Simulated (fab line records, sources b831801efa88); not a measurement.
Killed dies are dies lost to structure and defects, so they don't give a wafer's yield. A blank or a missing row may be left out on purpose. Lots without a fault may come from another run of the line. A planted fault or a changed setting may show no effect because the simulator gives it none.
Which tool did it? | flow sfq_line | 7 lots, 21 wafers sampled, at 4 steps of a route of 325

WHAT THE GAUGES READ, wafer by wafer
SFQ_M8_THK_MEAS_950: measures by xrf.
lot  | measured     | on            | M8_AU_THK (nm)
L118 | day 86 16:45 | film_metro-04 | 177.5 179.5 181.5
L120 | day 86 23:57 | film_metro-04 | 181.1 179.9 181.1
L122 | day 90 16:17 | film_metro-04 | 182.0 178.4 179.7
L124 | day 90 18:40 | film_metro-03 | 181.5 180.2 179.9
L130 | day 91 18:40 | film_metro-03 | 183.0 184.1 180.1
L133 | day 92 04:16 | film_metro-04 | 178.5 180.5 179.7
L139 | day 93 06:26 | film_metro-04 | 180.7 181.8 182.9

WHICH TOOL RAN EACH LOT (tool, then ch and the chambers of the sampled wafers, then the start)
lot  | SFQ_TRILAYER_I5_BARC_OPEN_VIA_ETCH_200 | SFQ_TRILAYER_I6_CMP_CMP_166   | SFQ_TRILAYER_I7_DEP_PECVD_183
L118 | rie_diel-04 ch 0,1,2, day 67 21:10     | cmp-02 ch 0,2,3, day 77 18:08 | pecvd-03 ch 0,2, day 82 07:12
L120 | rie_diel-01 ch 1,2, day 67 23:34       | cmp-02 ch 0,1,2, day 77 21:41 | pecvd-03 ch 0,2, day 82 12:00
L122 | rie_diel-04 ch 0,1,2, day 68 04:22     | cmp-01 ch 0,1, day 78 01:22   | pecvd-02 ch 0,1,2, day 86 03:41
L124 | rie_diel-01 ch 0,2, day 68 11:34       | cmp-02 ch 0,1,2, day 78 10:52 | pecvd-02 ch 1,2, day 86 12:03
L130 | rie_diel-01 ch 0,1,3, day 69 21:10     | cmp-01 ch 1,2, day 79 04:27   | pecvd-01 ch 0,2, day 87 13:15
L133 | rie_diel-03 ch 0,3, day 70 12:46       | cmp-02 ch 0,1, day 80 02:07   | pecvd-03 ch 0,1, day 88 01:15
L139 | rie_diel-01 ch 0,1,3, day 71 22:48     | cmp-01 ch 0,3, day 81 01:17   | pecvd-03 ch 1,2, day 89 01:22
- SFQ_TRILAYER_I5_BARC_OPEN_VIA_ETCH_200: etches BARC in O2, target depth 125 nm, time 41.7 s.
- SFQ_TRILAYER_I6_CMP_CMP_166: polishes SiO2.
- SFQ_TRILAYER_I7_DEP_PECVD_183: deposits SiO2 from SiH4/N2O, time 111.11 s, target thk 500 nm.

THE ANSWER, worked out from the rows above alone
Rule: what is usual is taken from the lots themselves. Put in order of their means at a reading, lots are off if they are a third of the lots or fewer, leave a main group of 4 or more, and stand apart from it by a gap of 3 or more times the standard deviation of the main group's means; of several such gaps the widest counts. A main group whose means are all the same, to the digits that the tables above print for the reading, isn't used. A lot without any number at a reading at which 4 lots or more have one is off too. The other lots that the step has rows for count as sound.
No lot is off at any reading shown: from this, nothing can be told.

WHAT THE SIMULATOR HAD PUT IN
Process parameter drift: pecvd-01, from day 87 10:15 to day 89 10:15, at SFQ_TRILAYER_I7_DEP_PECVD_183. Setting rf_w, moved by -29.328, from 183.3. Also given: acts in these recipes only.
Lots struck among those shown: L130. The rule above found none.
